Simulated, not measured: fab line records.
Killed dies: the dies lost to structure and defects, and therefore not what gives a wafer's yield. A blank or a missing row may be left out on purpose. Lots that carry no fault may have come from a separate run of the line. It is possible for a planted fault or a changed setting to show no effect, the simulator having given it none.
Which of the tools did it? | flow gf180mcu | Sampling: 15 lots, 45 wafers, 2 of 602 route steps

== WHAT THE GAUGES SHOWED, per wafer ==
GF_DUAL_GATE_THK_MEAS_03. Usual: DUAL_GATE_OXIDATION_00_THK 10.89 nm, standard deviation 0.22.
lot  | measured     | on           | DUAL_GATE_OXIDATION_00_THK (nm)     | flag
L833 | day 7 18:13  | filmMetro-02 | 10.87 10.58 10.76                   | 
L834 | day 8 01:40  | filmMetro-03 | 10.63 10.56 10.72                   | 
L835 | day 8 05:34  | filmMetro-02 | 10.95 11.00 10.89                   | 
L837 | day 8 20:12  | filmMetro-02 | 10.89 11.02 11.10                   | 
L840 | day 9 12:46  | filmMetro-02 | 10.65 10.50 10.56                   | 
L841 | day 9 19:13  | filmMetro-02 | 10.56 10.56 10.66                   | 
L842 | day 10 05:07 | filmMetro-01 | 10.66 10.75 10.80                   | 
L843 | day 10 12:09 | filmMetro-03 | 11.06 10.96 10.97                   | 
L844 | day 10 15:08 | filmMetro-02 | 11.01 10.80 11.00                   | 
L846 | day 11 07:58 | filmMetro-03 | 12.54 12.45 12.39 12.52 12.42 12.44 | OFF
L848 | day 11 20:17 | filmMetro-03 | 12.19 12.25 12.36 12.16 12.24 12.35 | OFF
L850 | day 12 08:43 | filmMetro-03 | 12.41 12.50 12.48 12.39 12.54 12.48 | OFF
L854 | day 13 09:40 | filmMetro-02 | 11.00 10.91 10.90                   | 
L855 | day 13 20:21 | filmMetro-01 | 10.92 10.96 10.89                   | 
L856 | day 14 07:22 | filmMetro-02 | 10.84 10.79 11.04                   | 

== WHAT TOOL EACH LOT RAN ON (gives the tool, then ch and the chambers of the sampled wafers, and finally the start) ==
lot  | GF_DUAL_GATE_OXIDATION_02
L833 | furnace-01 ch 0, day 7 16:46
L834 | furnace-02 ch 0, day 8 00:12
L835 | furnace-01 ch 0, day 8 04:07
L837 | furnace-02 ch 0, day 8 18:45
L840 | furnace-01 ch 0, day 9 11:18
L841 | furnace-01 ch 0, day 9 17:45
L842 | furnace-01 ch 0, day 10 03:40
L843 | furnace-01 ch 0, day 10 10:42
L844 | furnace-01 ch 0, day 10 13:41
L846 | furnace-01 ch 0, day 11 06:31
L848 | furnace-01 ch 0, day 11 18:50
L850 | furnace-01 ch 0, day 12 07:16
L854 | furnace-02 ch 0, day 13 08:13
L855 | furnace-02 ch 0, day 13 18:54
L856 | furnace-02 ch 0, day 14 05:55
- GF_DUAL_GATE_OXIDATION_02: stabilise 600 s, purge 300 s, target thk 10.887 nm.

== AS READ BY THE TOOLS THEMSELVES (means over the sampled wafers that have a number; for cases with no such wafer, the mark the record gives instead) ==
GF_DUAL_GATE_OXIDATION_02. Usual: spikeTcBottomC 920.1 C, standard deviation 1.7; spikeTcLowerC 900.1 C, standard deviation 1.7; spikeTcTopC 908.9 C, standard deviation 2.4.
lot  | tool       | spikeTcBottomC (C) | spikeTcLowerC (C) | spikeTcTopC (C) | flag
L833 | furnace-01 | 918.8              | 898.9             | 906.6           | 
L834 | furnace-02 | 920.7              | 902.1             | 911.0           | 
L835 | furnace-01 | 919.1              | 899.0             | 906.9           | 
L837 | furnace-02 | 921.4              | 901.8             | 911.9           | 
L840 | furnace-01 | 920.1              | 898.8             | 906.4           | 
L841 | furnace-01 | 918.3              | 899.1             | 905.4           | 
L842 | furnace-01 | 920.1              | 899.2             | 907.1           | 
L843 | furnace-01 | 919.3              | 898.3             | 906.4           | 
L844 | furnace-01 | 918.9              | 899.4             | 906.7           | 
L846 | furnace-01 | 919.6              | 898.4             | 907.6           | 
L848 | furnace-01 | 919.7              | 898.2             | 906.9           | 
L850 | furnace-01 | 919.7              | 898.9             | 906.9           | 
L854 | furnace-02 | 921.2              | 901.6             | 911.9           | 
L855 | furnace-02 | 922.1              | 902.2             | 910.3           | 
L856 | furnace-02 | 921.8              | 901.3             | 911.0           | 

== THE ANSWER, worked out from the rows above alone ==
Rule: a lot counts as off when the mean over its wafers that have a number is more than 3 standard deviations away from the usual mean. A lot without any number at a reading at which 4 lots or more have one is off too. Any other lot the step has rows for is counted as sound. The gauges are gone through in route order, then the tools' own readings, and for those a lot's mean is taken as printed above. The first step at which some lot is off is used, and at that step the reading that is off furthest; a lot without a number counts as furthest.
Off: L846, L848, L850, at GF_DUAL_GATE_THK_MEAS_03 (DUAL_GATE_OXIDATION_00_THK).
A tool fits if, at a process step before that reading, it ran every lot that is off, and no sound lot after the first of them. The gauges at GF_DUAL_GATE_THK_MEAS_03 are tried like those tools. This does not decide it: 2 tools fit, namely furnace-01 at GF_DUAL_GATE_OXIDATION_02 and filmMetro-03 at GF_DUAL_GATE_THK_MEAS_03.

== WHAT THE SIMULATOR HAD PUT IN ==
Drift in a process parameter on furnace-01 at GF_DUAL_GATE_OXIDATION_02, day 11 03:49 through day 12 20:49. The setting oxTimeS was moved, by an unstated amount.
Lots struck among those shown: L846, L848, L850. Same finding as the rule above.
